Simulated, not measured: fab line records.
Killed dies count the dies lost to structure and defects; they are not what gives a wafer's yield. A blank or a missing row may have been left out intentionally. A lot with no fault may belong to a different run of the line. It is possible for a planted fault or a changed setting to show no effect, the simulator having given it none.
Matching of chambers ; flow sfqLine ; SFQ_TRILAYER_I7_CMP_CMP_184 on cmp-02 has 4 sister chambers
The step polishes SiO2. 8 wafers are shown with their chamber, then 7 later ones without.

WAFERS PAIRED WITH THEIR CHAMBERS
wafer;chamber;motorCurrentA (A);retainingRingPressureFrac
L831.6;3;10.8;0.999
L832.2;3;11.1;1.002
L833.5;0;9.7;1.004
L835.1;1;10.4;0.998
L835.4;2;11.9;1.002
L835.6;0;9.9;0.997
L837.1;2;11.1;0.993
L837.3;1;10.0;0.994

WAFERS WITH NO CHAMBER GIVEN
wafer;motorCurrentA (A);retainingRingPressureFrac
L837.6;11.1;0.991
L850.1;11.3;1.003
L850.3;9.7;0.999
L850.6;11.2;0.998
L853.2;10.3;1.002
L853.1;10.8;1.000
L853.6;10.4;0.994

WHICH CHAMBER EACH ONE RAN IN
wafer;from the rows above;in truth
L837.6;can't be placed: 2 or 3 or 1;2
L850.1;can't be placed: 3 or 2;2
L850.3;can't be placed: 0 or 1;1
L850.6;can't be placed: 2 or 3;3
L853.2;can't be placed: 1 or 0 or 3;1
L853.1;can't be placed: 3 or 1 or 2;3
L853.6;can't be placed: 1 or 3 or 0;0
Placed correctly: 0 of 7. Cannot be placed on the basis of these rows: 7; the candidates contain the true chamber in 7. Number placed wrongly: 0.
How it was worked out, from the rows above alone: a wafer's distance from a chamber is the root of the sum, over the readings, of the square of ((its reading less the chamber's mean) divided by the reading's scatter). If the next closest chamber is less than 2 further off than the closest, the wafer can't be placed; otherwise it belongs to the closest. For every chamber, the mean is computed from those of its wafers that are shown. The scatter is the square root of a quotient: the sum, over the shown wafers, of each reading's squared deviation from its chamber's mean, divided by wafers minus chambers.
